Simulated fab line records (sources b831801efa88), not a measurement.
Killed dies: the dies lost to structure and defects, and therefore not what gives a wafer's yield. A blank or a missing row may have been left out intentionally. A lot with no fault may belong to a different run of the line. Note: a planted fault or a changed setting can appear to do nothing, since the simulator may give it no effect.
Matching of chambers / flow sky130 / cmp-02 running SKY_VIA1_CMP_02: 4 sister chambers
The step polishes SiO2. 8 wafers are shown with their chamber, then 10 later ones without.

EACH WAFER AND ITS CHAMBER
wafer=L795.6; chamber=1; motor-current-A (A)=11.4; platen-rpm (rpm)=60.01
wafer=L796.2; chamber=1; motor-current-A (A)=10.9; platen-rpm (rpm)=60.08
wafer=L796.4; chamber=3; motor-current-A (A)=12.1; platen-rpm (rpm)=59.98
wafer=L797.4; chamber=2; motor-current-A (A)=13.8; platen-rpm (rpm)=60.05
wafer=L797.5; chamber=0; motor-current-A (A)=11.9; platen-rpm (rpm)=60.02
wafer=L797.6; chamber=3; motor-current-A (A)=12.2; platen-rpm (rpm)=59.98
wafer=L798.2; chamber=2; motor-current-A (A)=14.3; platen-rpm (rpm)=60.00
wafer=L798.4; chamber=0; motor-current-A (A)=12.5; platen-rpm (rpm)=59.99

WAFERS WHOSE CHAMBER IS MISSING
wafer=L798.6; motor-current-A (A)=11.5; platen-rpm (rpm)=60.02
wafer=L799.1; motor-current-A (A)=12.5; platen-rpm (rpm)=59.96
wafer=L799.5; motor-current-A (A)=14.6; platen-rpm (rpm)=60.04
wafer=L799.6; motor-current-A (A)=12.6; platen-rpm (rpm)=59.97
wafer=L809.1; motor-current-A (A)=12.0; platen-rpm (rpm)=60.05
wafer=L809.3; motor-current-A (A)=13.9; platen-rpm (rpm)=59.99
wafer=L809.4; motor-current-A (A)=11.9; platen-rpm (rpm)=59.98
wafer=L810.3; motor-current-A (A)=13.6; platen-rpm (rpm)=59.94
wafer=L810.5; motor-current-A (A)=14.8; platen-rpm (rpm)=59.99
wafer=L810.6; motor-current-A (A)=10.7; platen-rpm (rpm)=59.99

CHAMBER TAKEN BY EACH
wafer=L798.6; from the rows above=can't be placed: 1 or 0 or 3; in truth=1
wafer=L799.1; from the rows above=can't be placed: 3 or 0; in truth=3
wafer=L799.5; from the rows above=2; in truth=2
wafer=L799.6; from the rows above=can't be placed: 3 or 0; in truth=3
wafer=L809.1; from the rows above=can't be placed: 0 or 3 or 1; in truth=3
wafer=L809.3; from the rows above=2; in truth=2
wafer=L809.4; from the rows above=can't be placed: 3 or 0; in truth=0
wafer=L810.3; from the rows above=can't be placed: 2 or 3 or 0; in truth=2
wafer=L810.5; from the rows above=2; in truth=2
wafer=L810.6; from the rows above=1; in truth=1
4 of 10 placed correctly. Cannot be placed on the basis of these rows: 6; the candidates contain the true chamber in 6. 0 placed wrongly.
How it was worked out, from the rows above alone: a wafer's distance from a chamber is the root of the sum, over the readings, of the square of ((its reading less the chamber's mean) divided by the reading's scatter). If the next closest chamber is less than 2 further off than the closest, the wafer can't be placed; otherwise it belongs to the closest. The mean given for a chamber averages the wafers shown for that chamber. How the scatter is found: for the shown wafers, subtract from each reading the mean of its chamber, square and add these, divide the total by (wafers less chambers), then take the root.
